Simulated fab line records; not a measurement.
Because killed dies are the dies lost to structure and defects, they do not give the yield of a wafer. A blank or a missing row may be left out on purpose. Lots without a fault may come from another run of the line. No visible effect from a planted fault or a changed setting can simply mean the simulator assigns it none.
fab line records    flow sfqLine    part 2 of 2: steps 28 to 37 of 37
record lots=5  wafers=15  lastDay=91
route steps=325 shown M0@36 I0@43 M1@58 I1@73
lots that met no fault: taken from a fault-free run of the same line
startH: hours from the record's first day to the start of the lot's first wafer shown    waitH: how many hours have passed since the lot's step before this one    " the same as in the row above    L1.1+2: a row that stands for several wafers    - no value present, or no start provided    * or withheld: withheld    < > ~ a bound
route shown NAME@n: names a module that has steps shown in the file, with the first one's number in the route    usual: mean/standard deviation of fault-free wafers    same: alike in all rows    chamber/n: place in a boat    sites: the reading at each site    _std_site: how widely they spread, as a standard deviation    _edge_site: inner sites' mean taken away from outer sites' mean    radiusMm: how far each site lies from the wafer's centre    mask NAME#n: copy n    behind: tool/chamber where the wafer was last shaped    hold: cause of the lot's hold/its duration in hours/its outcome    device: the n, p or np transistor that did not switch    end of line: the route-end tests of the same wafers    where a step has no rows: the recipe by itself    killed: the dies lost at the first sort to structure and to defects; this is not the yield of the wafer    map: per-die view of a wafer (x killed, . not killed, _ where there is no die)
set.NAME: the run value of the setting; set.NAME@STEP: its run value at that earlier step    model.NAME: the simulator's own value behind a step, which no gauge read
lots seen at some steps along the route; tables by step, rows by wafer
services: from which hour (startH, from the record's first day; less than 0 if before it) a tool's chamber was out of use, for how many hours, and why
## steps
# step SFQ_TRILAYER_M1_LITHO_SOFTBAKE_043
# recipe tempC=withheld  timeS=withheld  resist=KrF
lot.wafer   tool           chamber  startH  waitH
L074.2+4+6  lithoTrack-02  0        205.02  0.2
L078.1+5+6  lithoTrack-04  0        324.78  0.2
L087.1+4+6  lithoTrack-04  0        419.45  0.2
L088.1+3+4  lithoTrack-01  0        424.05  0.2
L089.1+5+6  lithoTrack-01  0        426.65  0.2
# step SFQ_TRILAYER_M1_LITHO_EXPOSE_040
# recipe maskId=M1  na=0.6  sourceShape=conventional  sigmaOuter=0.65  targetCdNm=500  doseMj=14.4
# usual exposureDoseMJCm2=14.396/0.013  stageVelMmS=499.99/0.27
lot.wafer  tool           chamber  startH  waitH  mask  exposureDoseMJCm2  stageVelMmS
L074.2     krfScanner-01  0        219.83  -      M1#0  14.391             499.96
L074.4     "              0        "       "      M1#0  14.421             500.07
L074.6     "              0        "       "      M1#0  14.411             500.11
L078.1     krfScanner-01  0        324.93  -      M1#0  14.392             500.27
L078.5     "              0        "       "      M1#0  14.379             499.82
L078.6     "              0        "       "      M1#0  14.373             500.19
L087.1     krfScanner-01  0        578.38  -      M1#0  14.375             500.18
L087.4     "              0        "       "      M1#0  14.393             500.18
L087.6     "              0        "       "      M1#0  14.390             499.76
L088.1     krfScanner-01  0        581.98  -      M1#0  14.403             499.96
L088.3     "              0        "       "      M1#0  14.393             500.16
L088.4     "              0        "       "      M1#0  14.387             499.85
L089.1     krfScanner-01  0        584.38  -      M1#0  14.404             499.79
L089.5     "              0        "       "      M1#0  14.403             499.24
L089.6     "              0        "       "      M1#0  14.417             499.72
# step SFQ_TRILAYER_M1_LITHO_PEB_042
# recipe pebTempC=115  pebTimeS=60  resist=KrF
lot.wafer   tool           chamber  startH  waitH
L074.2+4+6  lithoTrack-02  0        220.85  0.8
L078.1+5+6  lithoTrack-04  0        326.13  1.0
L087.1+4+6  lithoTrack-01  0        579.58  1.0
L088.1+3+4  lithoTrack-02  0        583.18  1.0
L089.1+5+6  lithoTrack-02  0        585.58  1.0
# step SFQ_TRILAYER_M1_LITHO_DEVELOP_041
# recipe timeS=60  resist=KrF
lot.wafer   tool           chamber  startH  waitH
L074.2+4+6  lithoTrack-02  0        221.00  0.1
L078.1+5+6  lithoTrack-04  0        326.28  0.1
L087.1+4+6  lithoTrack-01  0        579.73  0.1
L088.1+3+4  lithoTrack-02  0        583.33  0.1
L089.1+5+6  lithoTrack-02  0        585.73  0.1
# step SFQ_M1_OVL_MEAS_911
# usual M1_OVL=-1/5.5
lot.wafer  tool        chamber  startH  waitH  M1_OVL[nm]
L074.2     overlay-01  -        221.13  0.1    -1
L074.4     "           -        "       "      -2
L074.6     "           -        "       "      -2
L078.1     overlay-01  -        326.43  0.1    1
L078.5     "           -        "       "      0
L078.6     "           -        "       "      2
L087.1     overlay-01  -        579.88  0.1    -1
L087.4     "           -        "       "      1
L087.6     "           -        "       "      1
L088.1     overlay-02  -        583.48  0.1    0
L088.3     "           -        "       "      -5
L088.4     "           -        "       "      3
L089.1     overlay-02  -        585.88  0.1    0
L089.5     "           -        "       "      -4
L089.6     "           -        "       "      -8
# step SFQ_TRILAYER_M1_BARC_OPEN_METAL_ETCH_054
# recipe maskMaterial=PR  chemistry=O2  targetDepthNm=125  target=BARC  icpW=600  biasW=80  pressureMtorr=10  timeS=41.7
# usual drypumpMotorCurrentA=5.4/0.38  oesProductAu=0.684/0.0052
lot.wafer  tool         chamber  startH  waitH  drypumpMotorCurrentA  oesProductAu  rfHoursCounterH
L074.2     rieMetal-02  0        221.16  0.0    5.6                   0.694         147
L074.4     "            1        "       "      4.7                   0.687         -
L074.6     "            1        "       "      4.7                   0.678         -
L078.1     rieMetal-02  0        326.65  0.2    5.7                   0.685         159
L078.5     "            0        "       "      5.7                   0.683         -
L078.6     "            0        "       "      5.7                   0.675         -
L087.1     rieMetal-02  1        579.92  0.0    4.7                   0.697         38
L087.4     "            0        "       "      5.7                   0.674         -
L087.6     "            0        "       "      5.7                   0.684         -
L088.1     rieMetal-01  1        583.52  0.0    5.4                   0.679         125
L088.3     "            0        "       "      5.8                   0.702         -
L088.4     "            1        "       "      5.4                   0.684         -
L089.1     rieMetal-01  1        585.92  0.0    5.4                   0.686         126
L089.5     "            0        "       "      5.9                   0.690         -
L089.6     "            1        "       "      5.4                   0.681         -
# step SFQ_TRILAYER_M1_ETCH_METAL_ETCH_042
# recipe target=Nb  stopOn=SiO2  maskMaterial=PR  chemistry=Cl2/Ar  targetDepthNm=240  icpW=600  biasW=80  pressureMtorr=10  timeS=120
# usual drypumpMotorCurrentA=5.4/0.38  oesProductAu=0.894/0.0077
lot.wafer  tool         chamber  startH  waitH  drypumpMotorCurrentA  oesProductAu  rfHoursCounterH
L074.2     rieMetal-02  0        221.22  0.0    5.7                   0.887         147
L074.4     "            1        "       "      4.7                   0.880         -
L074.6     "            1        "       "      4.7                   0.892         -
L078.1     rieMetal-02  0        326.77  0.1    5.7                   0.884         159
L078.5     "            0        "       "      5.7                   0.882         -
L078.6     "            0        "       "      5.7                   0.888         -
L087.1     rieMetal-02  1        579.98  0.0    4.7                   0.888         38
L087.4     "            0        "       "      5.6                   0.893         -
L087.6     "            0        "       "      5.6                   0.884         -
L088.1     rieMetal-01  1        583.58  0.0    5.4                   0.901         125
L088.3     "            0        "       "      5.8                   0.890         -
L088.4     "            1        "       "      5.4                   0.900         -
L089.1     rieMetal-01  1        585.98  0.0    5.4                   0.894         126
L089.5     "            0        "       "      5.8                   0.895         -
L089.6     "            1        "       "      5.4                   0.893         -
# step SFQ_TRILAYER_M1_STRIP_STRIP_043
# recipe gas=O2  powerW=200  platenTempC=40  overashFraction=0.65  chemistry=O2  pressureMtorr=50
# usual drypumpMotorCurrentA=5.4/0.38  oesProductAu=1.001/0.012
lot.wafer  tool         chamber  startH  waitH  drypumpMotorCurrentA  oesProductAu  rfHoursCounterH
L074.2     rieMetal-02  0        221.35  0.1    5.7                   0.997         147
L074.4     "            1        "       "      4.7                   1.008         -
L074.6     "            1        "       "      4.7                   1.012         -
L078.1     rieMetal-02  0        327.02  0.2    5.7                   0.999         160
L078.5     "            0        "       "      5.6                   0.993         -
L078.6     "            0        "       "      5.6                   1.004         -
L087.1     rieMetal-02  1        580.11  0.1    4.7                   1.010         39
L087.4     "            0        "       "      5.6                   0.999         -
L087.6     "            0        "       "      5.7                   0.983         -
L088.1     rieMetal-01  1        583.71  0.1    5.4                   1.011         126
L088.3     "            0        "       "      5.8                   0.978         -
L088.4     "            1        "       "      5.4                   1.016         -
L089.1     rieMetal-01  1        586.11  0.1    5.4                   1.003         126
L089.5     "            0        "       "      5.8                   0.974         -
L089.6     "            1        "       "      5.4                   1.010         -
# step SFQ_TRILAYER_M1_STRIP_SOLV_CLEAN_044
# recipe chemistry=NMP  tempC=70  timeS=600
# usual bathHeatDutyPct=14.1/1.3
lot.wafer  tool         chamber  startH  waitH  bathHeatDutyPct
L074.2     wetBench-01  3        221.95  0.4    16.4
L074.4     "            5        "       "      11.8
L074.6     "            0        "       "      14.0
L078.1     wetBench-01  4        328.22  1.0    14.5
L078.5     "            2        "       "      14.0
L078.6     "            3        "       "      15.9
L087.1     wetBench-03  0        580.71  0.4    13.2
L087.4     "            7        "       "      16.0
L087.6     "            5        "       "      11.3
L088.1     wetBench-01  7        584.31  0.4    13.6
L088.3     "            4        "       "      14.9
L088.4     "            3        "       "      15.0
L089.1     wetBench-02  7        586.71  0.4    13.6
L089.5     "            0        "       "      13.3
L089.6     "            4        "       "      12.9
# step SFQ_TRILAYER_I1_DEP_PECVD_045
# recipe material=SiO2  tempC=150  timeS=111.11  pressureTorr=2.4  rfW=183.3  precursor=SiH4/N2O  targetThkNm=500
# usual heaterPowerW=85/15  throttleValvePct=24.9/1.3
lot.wafer  tool      chamber  startH  waitH  heaterPowerW  throttleValvePct
L074.2     pecvd-01  1        222.12  0.0    78            27.0
L074.4     "         2        "       "      100           25.9
L074.6     "         1        "       "      64            26.9
L078.1     pecvd-01  2        328.40  0.0    107           26.1
L078.5     "         0        "       "      74            26.2
L078.6     "         1        "       "      79            27.1
L087.1     pecvd-04  2        580.88  0.0    78            23.6
L087.4     "         0        "       "      91            23.4
L087.6     "         1        "       "      56            24.8
L088.1     pecvd-04  0        584.48  0.0    89            23.4
L088.3     "         1        "       "      63            24.9
L088.4     "         0        "       "      95            23.4
L089.1     pecvd-04  0        586.88  0.0    96            23.6
L089.5     "         2        "       "      71            23.9
L089.6     "         0        "       "      103           23.5
## services
tool           chamber  startH  hours  kind
krfScanner-01  -        156.65  4.4    pm
rieMetal-01    -        160.50  14.6   pm
krfScanner-01  -        174.23  1.0    pm
rieDiel-04     2        183.16  7.2    repair
rieDiel-04     1        219.44  2.6    repair
rieMetal-02    0        224.17  7.0    repair
rieMetal-04    1        229.75  10.0   repair
rieMetal-02    -        235.25  1.1    repair
krfScanner-01  -        246.90  3.0    pm
rieMetal-04    -        264.76  1.7    repair
rieMetal-01    -        301.83  28.1   pm
krfScanner-01  -        302.70  1.3    pm
rieMetal-04    0        304.58  3.6    repair
krfScanner-01  -        321.96  1.8    repair
krfScanner-01  -        342.55  1.0    pm
krfScanner-01  -        394.07  0.8    pm
rieDiel-04     2        426.69  9.6    repair
rieMetal-02    -        443.09  1.4    pm
rieMetal-04    -        445.66  0.7    repair
rieMetal-04    -        464.35  1.4    pm
krfScanner-01  -        478.28  1.3    pm
krfScanner-01  -        511.22  1.0    pm
rieMetal-04    -        514.39  0.5    repair
krfScanner-01  -        562.53  0.8    pm
